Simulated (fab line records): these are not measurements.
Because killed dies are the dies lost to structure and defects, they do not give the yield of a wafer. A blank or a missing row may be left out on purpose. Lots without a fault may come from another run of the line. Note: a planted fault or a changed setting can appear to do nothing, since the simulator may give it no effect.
Matching of chambers    flow gf180mcu    cmp-02 running GF_V5_CMP_26: 4 sister chambers
The step polishes, stops on SiO2, t overpolish 15 s, target thk 0 nm. 8 wafers are shown with their chamber, then 12 later ones without.

== EACH WAFER AND ITS CHAMBER ==
wafer   chamber  motor current A (A)  time to endpoint s (s)
L083.6  1        10.8                 82
L085.3  3        9.8                  84
L085.6  2        11.7                 86
L087.1  3        9.5                  87
L087.6  0        10.9                 82
L088.3  2        11.6                 81
L088.5  1        11.1                 79
L088.6  0        10.6                 80

== WAFERS WITHOUT THEIR CHAMBER ==
wafer   motor current A (A)  time to endpoint s (s)
L091.1  11.1                 76
L091.2  9.3                  84
L091.3  10.9                 79
L092.2  12.3                 82
L092.3  10.6                 82
L092.6  11.9                 84
L095.1  10.7                 86
L095.3  9.9                  89
L095.5  11.8                 87
L096.2  10.2                 90
L096.3  10.4                 84
L096.6  11.8                 87

== EACH ONE'S CHAMBER ==
wafer   from the rows above           in truth
L091.1  can't be placed: 1 or 0       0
L091.2  3                             3
L091.3  can't be placed: 1 or 0       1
L092.2  2                             2
L092.3  can't be placed: 0 or 1       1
L092.6  2                             2
L095.1  can't be placed: 0 or 1       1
L095.3  3                             3
L095.5  2                             2
L096.2  can't be placed: 3 or 0       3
L096.3  can't be placed: 0 or 1 or 3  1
L096.6  2                             2
Correct placement for 6 of the 12. Unplaceable from these rows: 6, with the true chamber sitting among the candidates in 6. 0 placed wrongly.
How it was worked out, from the rows above alone: a wafer's distance from a chamber is the root of the sum, over the readings, of the square of ((its reading less the chamber's mean) divided by the reading's scatter). If the next closest chamber is less than 2 further off than the closest, the wafer can't be placed; otherwise it belongs to the closest. The mean given for a chamber averages the wafers shown for that chamber. How the scatter is found: for the shown wafers, subtract from each reading the mean of its chamber, square and add these, divide the total by (wafers less chambers), then take the root.
